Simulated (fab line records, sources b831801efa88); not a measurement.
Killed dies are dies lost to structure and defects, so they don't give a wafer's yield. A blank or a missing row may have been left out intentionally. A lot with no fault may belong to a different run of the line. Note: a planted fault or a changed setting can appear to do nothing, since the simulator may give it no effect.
fab line records	flow sky130
record: lots: 24	wafers: 72	lastDay: 51
route steps=708 shown NWELL@78 METAL2@487 VIA2@508 CAPM@537
lots that met no fault: from a run of the same line without faults
startH: the number of hours between the record's first day and the start of the first shown wafer of the lot	waitH: hours elapsed since this lot's preceding step	" repeats the value in the row above	L1.1+2: a row that stands for several wafers	- no value, or no start given	* or withheld: withheld	< > ~ a bound
route shown NAME@n: a module of which the file shows steps, and the number in the route of the first	usual: average and standard deviation across the fault-free wafers	same: alike in all rows	chamber/n: place in a boat	sites: per-site readings	_std_site: the values' standard deviation	_edge_site: inner sites' mean taken away from outer sites' mean	radiusMm: for every site, how far away it sits from the centre of the wafer	mask NAME#n: copy n	behind: tool/chamber where the wafer was last shaped	hold: cause of the lot's hold/its duration in hours/its outcome	device: the transistor (n, p or np) that didn't switch	end of line: the same wafers' tests at the end of the route	a step without rows: its recipe alone	killed: dies lost to structure and defects at the first sort, not the wafer's yield	map: per-die view of a wafer (x killed, . not killed, _ where there is no die)
set.NAME: the setting that was run; set.NAME@STEP: the one run at that earlier step	model.NAME: the simulator's own value behind a step, which no gauge read
the route's steps for a sample of lots (tables are steps, rows are wafers)
services: when a tool's chamber went out of use (startH, in hours from the record's first day, below 0 if earlier), for how many hours, and the reason
== steps ==
step: SKY_NWELL_STRIP_25
recipe: chemistry: O2/N2	powerW: 1400	pressureMtorr: 1500	platenTempC: withheld	o2FlowSccm: 3000	n2FlowSccm: 300	overashFraction: 0.5
usual: drypumpMotorCurrentA: 6.0/0.39	oesProductAu: 0.722/0.0048	stripTimeToEndpointS: 36.90/0.087
lot.wafer	tool	chamber	startH	waitH	drypumpMotorCurrentA	oesProductAu	rfHoursCounterH	stripTimeToEndpointS
L074.1	plasmaAsher-01	0	104.10	0.1	5.5	0.728	40	36.89
L074.2	"	1	"	"	5.9	0.723	40	36.93
L074.3	"	0	"	"	5.5	0.721	-	36.97
L075.2	plasmaAsher-01	0	126.50	0.1	5.5	0.721	43	36.86
L075.3	"	1	"	"	5.9	0.726	-	36.88
L075.6	"	0	"	"	5.5	0.728	-	36.92
L076.1	plasmaAsher-01	1	126.89	0.1	5.9	0.723	43	36.87
L076.5	"	0	"	"	5.5	0.715	-	36.87
L076.6	"	1	"	"	5.9	0.722	-	36.88
L077.1	plasmaAsher-04	1	127.80	0.1	6.0	0.712	45	36.71
L077.4	"	1	"	"	6.0	0.728	-	36.88
L077.5	"	0	"	"	6.5	0.721	-	36.81
L079.3	plasmaAsher-04	0	130.74	0.1	6.4	0.721	-	36.97
L079.4	"	1	"	"	6.0	0.715	-	36.97
L079.5	"	0	"	"	6.4	0.725	-	36.92
L078.2	plasmaAsher-04	1	131.05	0.1	6.0	0.725	45	36.98
L078.4	"	1	"	"	6.0	0.727	-	36.84
L078.5	"	1	"	"	6.0	0.720	-	36.86
L080.3	plasmaAsher-03	0	139.54	0.1	6.5	0.727	-	36.87
L080.5	"	0	"	"	6.5	0.710	-	36.74
L080.6	"	1	"	"	5.5	0.717	-	36.88
L081.1	plasmaAsher-01	1	149.64	0.1	5.9	0.711	45	36.97
L081.3	"	0	"	"	5.5	0.719	-	36.86
L081.6	"	0	"	"	5.5	0.727	-	36.92
L082.2	plasmaAsher-04	0	152.90	0.1	6.4	0.722	47	36.81
L082.4	"	1	"	"	6.0	0.727	-	36.93
L082.5	"	0	"	"	6.5	0.724	-	36.90
L083.1	plasmaAsher-04	0	157.59	0.1	6.4	0.719	47	37.07
L083.2	"	1	"	"	6.0	0.715	47	36.98
L083.5	"	1	"	"	6.0	0.726	-	36.95
L084.3	plasmaAsher-01	1	159.13	0.1	5.9	0.730	-	36.84
L084.4	"	0	"	"	5.5	0.718	-	36.90
L084.6	"	0	"	"	5.5	0.725	-	36.72
L085.1	plasmaAsher-04	1	165.15	0.1	6.0	0.716	48	36.84
L085.2	"	0	"	"	6.4	0.724	48	36.84
L085.3	"	1	"	"	6.0	0.726	-	36.84
L086.2	plasmaAsher-03	0	174.80	0.1	6.5	0.718	37	37.01
L086.4	"	1	"	"	5.4	0.723	-	36.91
L086.6	"	1	"	"	5.5	0.723	-	36.95
L087.3	plasmaAsher-03	1	181.23	0.1	5.5	0.726	-	36.88
L087.4	"	0	"	"	6.5	0.730	-	36.78
L087.6	"	1	"	"	5.5	0.714	-	36.92
L088.1	plasmaAsher-03	0	186.00	0.1	6.5	0.723	38	36.93
L088.3	"	0	"	"	6.6	0.721	-	36.94
L088.6	"	1	"	"	5.5	0.717	-	36.95
L089.2	plasmaAsher-01	1	191.60	0.1	5.9	0.731	49	36.97
L089.3	"	1	"	"	5.9	0.727	-	36.96
L089.5	"	1	"	"	5.9	0.721	-	37.00
L090.1	plasmaAsher-03	1	202.59	0.1	5.5	0.714	40	36.92
L090.3	"	1	"	"	5.5	0.731	-	37.04
L090.4	"	0	"	"	6.5	0.720	-	36.98
L091.3	plasmaAsher-04	0	207.54	0.1	6.5	0.711	-	36.77
L091.5	"	1	"	"	6.0	0.725	-	36.83
L091.6	"	0	"	"	6.5	0.724	-	36.77
L092.3	plasmaAsher-01	0	208.83	0.1	5.5	0.716	-	36.77
L092.4	"	1	"	"	5.9	0.721	-	36.83
L092.6	"	0	"	"	5.5	0.730	-	36.71
L093.1	plasmaAsher-04	0	218.75	0.1	6.4	0.721	53	36.92
L093.2	"	1	"	"	6.0	0.725	53	36.88
L093.3	"	1	"	"	6.0	0.716	-	36.95
L094.1	plasmaAsher-03	0	232.85	0.1	6.5	0.723	44	36.88
L094.2	"	1	"	"	5.5	0.721	44	36.99
L094.3	"	0	"	"	6.5	0.719	-	36.88
L095.1	plasmaAsher-03	1	253.09	0.1	5.5	0.719	46	36.92
L095.3	"	1	"	"	5.5	0.723	-	36.90
L095.6	"	1	"	"	5.5	0.721	-	36.98
L096.1	plasmaAsher-01	0	263.40	0.1	5.5	0.722	55	36.82
L096.3	"	0	"	"	5.5	0.717	-	36.77
L096.4	"	1	"	"	5.9	0.719	-	36.70
L097.1	plasmaAsher-04	1	263.75	0.1	6.0	0.718	55	36.93
L097.2	"	0	"	"	6.4	0.723	55	36.84
L097.4	"	0	"	"	6.4	0.715	-	36.89
step: SKY_METAL2_SPUTTER_04
recipe: material: TiN	targetThkNm: 70	powerW: 6500	timeS: 58.3	chamberPressurePa: 0.4
usual: throttleValvePct: 30.0/1.1
lot.wafer	tool	chamber	startH	waitH	throttleValvePct
L074.1	pvdSputter-02	-	788.05	0.0	31.6
L074.2	"	-	"	"	30.2
L074.3	"	-	"	"	30.4
L075.2	pvdSputter-03	-	820.64	0.0	30.1
L075.3	"	-	"	"	30.0
L075.6	"	-	"	"	28.7
L076.1	pvdSputter-02	-	821.40	0.0	30.6
L076.5	"	-	"	"	31.6
L076.6	"	-	"	"	30.2
L077.1	pvdSputter-04	-	821.74	0.0	29.6
L077.4	"	-	"	"	28.3
L077.5	"	-	"	"	29.9
L079.3	pvdSputter-02	-	824.28	0.0	28.9
L079.4	"	-	"	"	30.6
L079.5	"	-	"	"	31.3
L078.2	pvdSputter-04	-	827.57	0.0	29.9
L078.4	"	-	"	"	29.7
L078.5	"	-	"	"	30.1
L080.3	pvdSputter-04	-	837.07	0.0	27.9
L080.5	"	-	"	"	27.8
L080.6	"	-	"	"	29.5
L081.1	pvdSputter-04	-	848.98	0.0	27.9
L081.3	"	-	"	"	29.9
L081.6	"	-	"	"	30.9
L082.2	pvdSputter-02	-	858.83	0.0	31.5
L082.4	"	-	"	"	28.9
L082.5	"	-	"	"	29.0
L084.3	pvdSputter-04	-	862.63	0.0	31.0
L084.4	"	-	"	"	29.4
L084.6	"	-	"	"	30.0
L083.1	pvdSputter-02	-	866.15	0.0	30.4
L083.2	"	-	"	"	28.7
L083.5	"	-	"	"	31.7
L085.1	pvdSputter-04	-	868.10	0.0	29.6
L085.2	"	-	"	"	29.8
L085.3	"	-	"	"	31.3
L086.2	pvdSputter-02	-	885.13	0.0	29.1
L086.4	"	-	"	"	30.0
L086.6	"	-	"	"	30.4
L087.3	pvdSputter-03	-	895.05	0.0	30.8
L087.4	"	-	"	"	29.9
L087.6	"	-	"	"	30.2
L088.1	pvdSputter-04	-	897.07	0.0	31.0
L088.3	"	-	"	"	27.9
L088.6	"	-	"	"	30.0
L089.2	pvdSputter-04	-	904.87	0.0	29.9
L089.3	"	-	"	"	27.8
L089.5	"	-	"	"	29.6
L090.1	pvdSputter-03	-	915.23	0.0	30.0
L090.3	"	-	"	"	31.1
L090.4	"	-	"	"	28.6
L091.3	pvdSputter-03	-	918.57	0.0	28.6
L091.5	"	-	"	"	29.8
L091.6	"	-	"	"	30.8
L092.3	pvdSputter-02	-	923.77	0.0	30.5
L092.4	"	-	"	"	31.6
L092.6	"	-	"	"	28.8
L093.1	pvdSputter-04	-	937.18	0.0	31.0
L093.2	"	-	"	"	29.3
L093.3	"	-	"	"	30.1
L094.1	pvdSputter-04	-	950.26	0.0	31.1
L094.2	"	-	"	"	29.5
L094.3	"	-	"	"	27.8
L095.1	pvdSputter-04	-	966.40	0.0	28.1
L095.3	"	-	"	"	29.8
L095.6	"	-	"	"	31.4
L097.1	pvdSputter-04	-	991.28	0.0	29.9
L097.2	"	-	"	"	28.0
L097.4	"	-	"	"	31.0
L096.1	pvdSputter-02	-	991.78	0.0	30.4
L096.3	"	-	"	"	30.2
L096.4	"	-	"	"	28.9
step: SKY_METAL2_ETCH_18
recipe: chemistry: N2/H2	target: BARC	ionEnergyEv: 200	biasW: 100	pressureMtorr: 30	n2FlowSccm: 100	h2FlowSccm: 200	icpW: 500	stopOn: SiO2	timeS: 45.9	targetDepthA: 600
usual: drypumpMotorCurrentA: 6.04/0.3	oesProductAu: 0.855/0.0048	throttleValvePct: 13.225/0.009
lot.wafer	tool	chamber	startH	waitH	drypumpMotorCurrentA	oesProductAu	rfHoursCounterH	throttleValvePct
L074.1	rieMetal-02	0	814.83	0.1	6.27	0.864	4	13.225
L074.2	"	0	"	"	6.29	0.859	-	13.215
L074.3	"	0	"	"	6.29	0.860	-	13.224
L075.2	rieMetal-02	1	847.29	0.0	5.31	0.861	1	13.221
L075.3	"	1	"	"	5.30	0.856	-	13.232
L075.6	"	1	"	"	5.29	0.862	-	13.229
L076.1	rieMetal-04	0	848.44	0.0	5.99	0.858	17	13.223
L076.5	"	0	"	"	6.03	0.859	-	13.231
L076.6	"	1	"	"	5.74	0.854	-	13.217
L077.1	rieMetal-02	1	848.51	0.0	5.32	0.844	1	13.237
L077.4	"	0	"	"	6.29	0.852	-	13.219
L077.5	"	1	"	"	5.33	0.852	-	13.225
L079.3	rieMetal-04	0	849.83	0.0	6.02	0.855	-	13.239
L079.4	"	1	"	"	5.73	0.858	-	13.224
L079.5	"	1	"	"	5.76	0.851	-	13.231
L078.2	rieMetal-04	1	854.25	0.0	5.73	0.857	14	13.237
L078.4	"	1	"	"	5.73	0.855	-	13.215
L078.5	"	1	"	"	5.71	0.860	-	13.236
L080.3	rieMetal-04	0	862.72	0.1	6.00	0.854	-	13.222
L080.5	"	0	"	"	6.03	0.852	-	13.230
L080.6	"	0	"	"	6.01	0.851	-	13.228
L081.1	rieMetal-03	1	875.75	0.0	6.46	0.860	9	13.235
L081.3	"	1	"	"	6.47	0.850	-	13.212
L081.6	"	0	"	"	5.89	0.855	-	13.234
L082.2	rieMetal-03	0	885.71	0.0	5.93	0.854	1	13.227
L082.4	"	1	"	"	6.43	0.858	-	13.222
L082.5	"	0	"	"	5.90	0.848	-	13.236
L084.3	rieMetal-03	0	888.48	0.0	5.91	0.859	-	13.232
L084.4	"	1	"	"	6.44	0.859	-	13.222
L084.6	"	1	"	"	6.42	0.862	-	13.218
L083.1	rieMetal-03	1	892.40	0.0	6.44	0.849	9	13.221
L083.2	"	0	"	"	5.93	0.856	1	13.212
L083.5	"	0	"	"	5.89	0.850	-	13.212
L085.1	rieMetal-04	1	894.31	0.0	5.76	0.862	17	13.209
L085.2	"	0	"	"	5.99	0.860	0	13.234
L085.3	"	0	"	"	6.01	0.847	-	13.232
L086.2	rieMetal-04	1	910.25	0.1	5.77	0.853	-	13.213
L086.4	"	1	"	"	5.75	0.853	-	13.220
L086.6	"	1	"	"	5.76	0.862	-	13.228
L087.3	rieMetal-03	1	919.97	0.0	6.45	0.846	-	13.226
L087.4	"	0	"	"	5.89	0.849	-	13.213
L087.6	"	0	"	"	5.90	0.849	-	13.258
L088.1	rieMetal-04	0	922.52	0.0	5.99	0.857	1	13.216
L088.3	"	0	"	"	5.98	0.855	-	13.217
L088.6	"	1	"	"	5.74	0.853	-	13.212
L089.2	rieMetal-03	0	930.10	0.0	5.89	0.860	3	13.224
L089.3	"	1	"	"	6.46	0.853	-	13.222
L089.5	"	0	"	"	5.89	0.857	-	13.223
L090.1	rieMetal-03	0	940.06	0.0	5.89	0.860	3	13.210
L090.3	"	0	"	"	5.88	0.864	-	13.223
L090.4	"	1	"	"	6.44	0.857	-	13.213
L091.3	rieMetal-03	0	942.77	0.0	5.93	0.849	-	13.229
L091.5	"	1	"	"	6.46	0.854	-	13.221
L091.6	"	0	"	"	5.91	0.850	-	13.218
L092.3	rieMetal-03	0	948.03	0.0	5.90	0.851	-	13.228
L092.4	"	1	"	"	6.43	0.865	-	13.230
L092.6	"	1	"	"	6.43	0.849	-	13.223
L093.1	rieMetal-03	1	961.60	0.0	6.46	0.852	12	13.223
L093.2	"	0	"	"	5.90	0.853	4	13.226
L093.3	"	1	"	"	6.46	0.845	-	13.221
L094.1	rieMetal-04	0	972.93	0.1	6.03	0.847	6	13.229
L094.2	"	0	"	"	6.01	0.845	-	13.239
L094.3	"	0	"	"	6.00	0.853	-	13.230
L095.1	rieMetal-03	1	989.55	0.0	6.44	0.859	14	13.233
L095.3	"	0	"	"	5.94	0.858	-	13.228
L095.6	"	1	"	"	6.45	0.857	-	13.230
L097.1	rieMetal-04	1	1014.12	0.0	5.75	0.849	2	13.226
L097.2	"	0	"	"	6.00	0.850	8	13.214
L097.4	"	0	"	"	5.97	0.853	-	13.229
L096.1	rieMetal-03	1	1014.46	0.0	6.44	0.867	15	13.218
L096.3	"	0	"	"	5.88	0.851	-	13.233
L096.4	"	1	"	"	6.45	0.867	-	13.228
step: SKY_VIA2_THK_MEAS_01
recipe: reads: SiO2_of_VIA2_HDPCVD_00
usual: VIA2_HDPCVD_THK: 1175/9.7
lot.wafer	tool	chamber	startH	waitH	VIA2_HDPCVD_THK[nm]
L074.1	filmMetro-02	-	815.85	0.1	1173
L074.2	"	-	"	"	1171
L074.3	"	-	"	"	1187
L075.2	filmMetro-03	-	848.18	0.1	1177
L075.3	"	-	"	"	1168
L075.6	"	-	"	"	1162
L076.1	filmMetro-01	-	849.32	0.1	1194
L076.5	"	-	"	"	1186
L076.6	"	-	"	"	1193
L077.1	filmMetro-02	-	849.38	0.1	1184
L077.4	"	-	"	"	1155
L077.5	"	-	"	"	1178
L079.3	filmMetro-03	-	850.70	0.1	1176
L079.4	"	-	"	"	1172
L079.5	"	-	"	"	1173
L078.2	filmMetro-03	-	855.47	0.1	1183
L078.4	"	-	"	"	1176
L078.5	"	-	"	"	1194
L080.3	filmMetro-01	-	863.73	0.1	1154
L080.5	"	-	"	"	1165
L080.6	"	-	"	"	1170
L081.1	filmMetro-03	-	876.66	0.1	1184
L081.3	"	-	"	"	1177
L081.6	"	-	"	"	1188
L082.2	filmMetro-01	-	886.64	0.1	1174
L082.4	"	-	"	"	1168
L082.5	"	-	"	"	1173
L084.3	filmMetro-03	-	889.38	0.1	1175
L084.4	"	-	"	"	1173
L084.6	"	-	"	"	1183
L083.1	filmMetro-02	-	893.31	0.1	1183
L083.2	"	-	"	"	1172
L083.5	"	-	"	"	1182
L085.1	filmMetro-01	-	895.18	0.1	1157
L085.2	"	-	"	"	1174
L085.3	"	-	"	"	1181
L086.2	filmMetro-03	-	911.26	0.1	1177
L086.4	"	-	"	"	1185
L086.6	"	-	"	"	1184
L087.3	filmMetro-03	-	920.84	0.1	1163
L087.4	"	-	"	"	1173
L087.6	"	-	"	"	1172
L088.1	filmMetro-02	-	923.39	0.1	1180
L088.3	"	-	"	"	1172
L088.6	"	-	"	"	1164
L089.2	filmMetro-03	-	930.98	0.1	1168
L089.3	"	-	"	"	1173
L089.5	"	-	"	"	1168
L090.1	filmMetro-02	-	940.94	0.1	1166
L090.3	"	-	"	"	1182
L090.4	"	-	"	"	1172
L091.3	filmMetro-02	-	943.68	0.1	1160
L091.5	"	-	"	"	1157
L091.6	"	-	"	"	1177
L092.3	filmMetro-02	-	948.94	0.1	1186
L092.4	"	-	"	"	1197
L092.6	"	-	"	"	1182
L093.1	filmMetro-03	-	966.83	0.1	1175
L093.2	"	-	"	"	1196
L093.3	"	-	"	"	1175
L094.1	filmMetro-03	-	973.99	0.1	1183
L094.2	"	-	"	"	1189
L094.3	"	-	"	"	1184
L095.1	filmMetro-02	-	990.42	0.1	1170
L095.3	"	-	"	"	1182
L095.6	"	-	"	"	1172
L097.1	filmMetro-03	-	1015.00	0.1	1162
L097.2	"	-	"	"	1160
L097.4	"	-	"	"	1169
L096.1	filmMetro-01	-	1015.33	0.1	1167
L096.3	"	-	"	"	1151
L096.4	"	-	"	"	1155
step: SKY_VIA2_CMP_24
recipe: stopOn: SiO2	tOverpolishS: 20	downForcePsi: 3.5	platenRpm: 60	targetThkNm: 0	padVelocityMS: 0.94248
usual: motorCurrentA: 10.7/1.2	overpolishRunS: 20.000/0.0082	timeToEndpointS: 108/3.7
lot.wafer	tool	chamber	startH	waitH	motorCurrentA	overpolishRunS	timeToEndpointS
L074.1	cmp-02	1	844.24	0.1	11.3	19.999	102
L074.2	"	3	"	"	10.8	19.996	103
L074.3	"	0	"	"	10.6	19.995	108
L075.2	cmp-01	3	876.24	0.0	9.1	20.012	105
L075.3	"	1	"	"	10.1	19.991	113
L075.6	"	0	"	"	13.2	19.996	106
L076.1	cmp-02	2	877.24	0.1	10.6	20.000	101
L076.5	"	2	"	"	10.5	20.021	103
L076.6	"	3	"	"	10.8	19.997	113
L077.1	cmp-01	3	877.62	0.1	9.7	20.008	107
L077.4	"	1	"	"	10.7	20.013	113
L077.5	"	3	"	"	8.8	19.990	104
L079.4	cmp-02	0	878.43	0.1	10.1	20.009	109
L079.3	"	1	"	"	11.7	20.007	102
L079.5	"	2	"	"	10.2	19.991	99
L078.4	cmp-02	3	883.23	0.1	11.0	19.990	103
L078.2	"	0	"	"	9.9	19.985	102
L078.5	"	2	"	"	10.5	19.986	99
L080.3	cmp-01	3	890.99	0.2	9.7	19.998	110
L080.5	"	0	"	"	12.8	20.012	106
L080.6	"	1	"	"	10.0	20.003	113
L081.3	cmp-01	3	903.23	0.0	9.2	19.987	103
L081.1	"	2	"	"	10.0	20.006	109
L081.6	"	0	"	"	13.2	20.002	104
L082.2	cmp-01	0	913.68	0.1	12.7	20.003	105
L082.4	"	1	"	"	9.8	19.999	110
L082.5	"	2	"	"	10.5	19.990	106
L084.4	cmp-02	2	916.18	0.1	10.6	19.994	109
L084.3	"	3	"	"	10.9	20.002	116
L084.6	"	1	"	"	12.1	19.998	116
L083.1	cmp-01	2	919.98	0.1	9.4	19.990	107
L083.2	"	0	"	"	13.0	19.989	110
L083.5	"	1	"	"	10.3	19.985	112
L085.3	cmp-01	3	922.04	0.1	9.2	20.006	106
L085.1	"	0	"	"	13.1	19.994	106
L085.2	"	1	"	"	10.7	19.993	110
L086.2	cmp-01	1	938.48	0.0	10.6	19.989	110
L086.4	"	3	"	"	9.6	19.993	111
L086.6	"	2	"	"	10.1	19.994	109
L087.4	cmp-01	0	947.33	0.0	13.0	19.997	105
L087.3	"	1	"	"	10.3	20.004	107
L087.6	"	1	"	"	10.7	20.009	110
L088.3	cmp-01	3	949.54	0.1	10.0	19.995	110
L088.1	"	0	"	"	12.8	20.008	109
L088.6	"	1	"	"	10.1	19.997	114
L089.3	cmp-01	1	957.13	0.1	10.6	19.991	107
L089.2	"	3	"	"	8.9	20.005	107
L089.5	"	1	"	"	10.4	19.999	108
L090.3	cmp-02	0	966.88	0.5	9.7	20.008	108
L090.1	"	1	"	"	10.9	19.999	105
L090.4	"	2	"	"	10.8	19.999	108
L091.3	cmp-01	0	969.16	1.1	13.0	20.001	110
L091.6	"	1	"	"	10.4	20.005	110
L091.5	"	2	"	"	10.4	20.002	115
L092.3	cmp-02	1	972.73	0.1	11.9	20.021	108
L092.4	"	0	"	"	10.0	19.988	114
L092.6	"	2	"	"	10.0	20.008	109
L093.1	cmp-01	3	992.49	0.1	9.6	20.003	109
L093.2	"	0	"	"	12.4	19.991	112
L093.3	"	1	"	"	10.2	20.013	112
L094.1	cmp-02	0	999.44	0.1	9.6	20.001	111
L094.3	"	1	"	"	11.7	20.002	109
L094.2	"	2	"	"	10.9	19.993	108
L095.1	cmp-02	3	1015.05	0.1	11.3	20.001	112
L095.3	"	2	"	"	10.1	20.005	107
L095.6	"	0	"	"	10.5	19.997	108
L097.1	cmp-01	2	1038.84	0.1	9.8	19.993	110
L097.2	"	3	"	"	9.5	20.002	109
L097.4	"	1	"	"	10.9	20.000	109
L096.4	cmp-01	3	1039.19	0.0	9.4	20.009	113
L096.1	"	0	"	"	13.1	20.007	111
L096.3	"	2	"	"	10.2	19.985	110
step: SKY_CAPM_CVD_00
recipe: material: SiO2	targetThkNm: 15.5	tempC: 400	timeS: withheld	rfW: 450
usual: heaterPowerW: 710/97
lot.wafer	tool	chamber	startH	waitH	heaterPowerW
L074.1	pecvd-02	0	844.69	0.0	753
L074.2	"	2	"	"	701
L074.3	"	0	"	"	747
L075.2	pecvd-02	1	876.69	0.0	751
L075.3	"	2	"	"	610
L075.6	"	0	"	"	820
L076.1	pecvd-04	2	877.69	0.0	870
L076.5	"	2	"	"	902
L076.6	"	0	"	"	677
L077.1	pecvd-03	0	878.07	0.0	653
L077.4	"	2	"	"	599
L077.5	"	0	"	"	646
L079.3	pecvd-02	2	878.79	0.0	697
L079.4	"	0	"	"	890
L079.5	"	2	"	"	720
L078.2	pecvd-04	0	883.58	0.0	628
L078.4	"	1	"	"	683
L078.5	"	2	"	"	963
L080.3	pecvd-03	1	891.29	0.0	744
L080.5	"	0	"	"	589
L080.6	"	1	"	"	742
L081.1	pecvd-04	2	903.69	0.0	855
L081.3	"	1	"	"	699
L081.6	"	1	"	"	690
L082.2	pecvd-04	2	914.04	0.0	866
L082.4	"	1	"	"	586
L082.5	"	0	"	"	619
L084.3	pecvd-02	2	916.59	0.0	591
L084.4	"	0	"	"	906
L084.6	"	1	"	"	691
L083.1	pecvd-03	2	920.38	0.0	648
L083.2	"	1	"	"	720
L083.5	"	2	"	"	637
L085.1	pecvd-04	1	922.44	0.0	562
L085.2	"	0	"	"	684
L085.3	"	2	"	"	913
L086.2	pecvd-03	0	938.93	0.0	689
L086.4	"	0	"	"	699
L086.6	"	1	"	"	761
L087.3	pecvd-02	0	947.80	0.0	780
L087.4	"	2	"	"	676
L087.6	"	2	"	"	682
L088.1	pecvd-03	0	949.89	0.0	709
L088.3	"	2	"	"	594
L088.6	"	1	"	"	638
L089.2	pecvd-04	2	957.59	0.0	835
L089.3	"	1	"	"	652
L089.5	"	2	"	"	846
L090.1	pecvd-03	0	967.35	0.0	684
L090.3	"	2	"	"	691
L090.4	"	0	"	"	704
L091.3	pecvd-03	0	969.47	0.0	659
L091.5	"	0	"	"	644
L091.6	"	1	"	"	685
L092.3	pecvd-04	0	973.18	0.0	733
L092.4	"	1	"	"	683
L092.6	"	0	"	"	690
L093.1	pecvd-04	2	992.94	0.0	826
L093.2	"	1	"	"	672
L093.3	"	1	"	"	689
L094.1	pecvd-03	2	999.89	0.0	648
L094.2	"	0	"	"	641
L094.3	"	1	"	"	628
L095.1	pecvd-03	1	1015.50	0.0	636
L095.3	"	2	"	"	717
L095.6	"	0	"	"	704
L097.1	pecvd-03	1	1039.29	0.0	685
L097.2	"	2	"	"	611
L097.4	"	1	"	"	694
L096.1	pecvd-04	2	1039.65	0.0	906
L096.3	"	2	"	"	914
L096.4	"	0	"	"	556
== services ==
tool	chamber	startH	hours	kind
cmp-01	-	137.64	1.0	repair
cmp-01	-	194.59	0.6	repair
cmp-01	-	229.80	2.1	repair
cmp-01	-	271.73	5.8	pm
cmp-01	-	277.62	2.7	repair
cmp-01	-	280.64	11.5	repair
cmp-01	-	286.38	1.3	repair
cmp-01	-	322.72	1.5	repair
cmp-01	-	340.78	2.4	repair
cmp-01	-	407.01	4.0	pm
cmp-01	-	525.94	1.8	repair
cmp-01	-	536.06	0.9	repair
cmp-01	-	640.73	5.4	pm
cmp-01	-	649.65	0.5	repair
cmp-01	-	663.60	2.7	repair
cmp-01	-	688.22	3.3	repair
cmp-01	-	716.86	5.7	pm
cmp-01	-	723.98	1.4	repair
cmp-01	-	726.08	2.2	repair
cmp-01	-	747.01	4.0	pm
cmp-01	-	794.56	1.7	repair
cmp-01	-	798.94	13.6	pm
cmp-01	-	838.77	0.2	repair
cmp-01	-	971.42	7.8	repair
== key ==
fault none
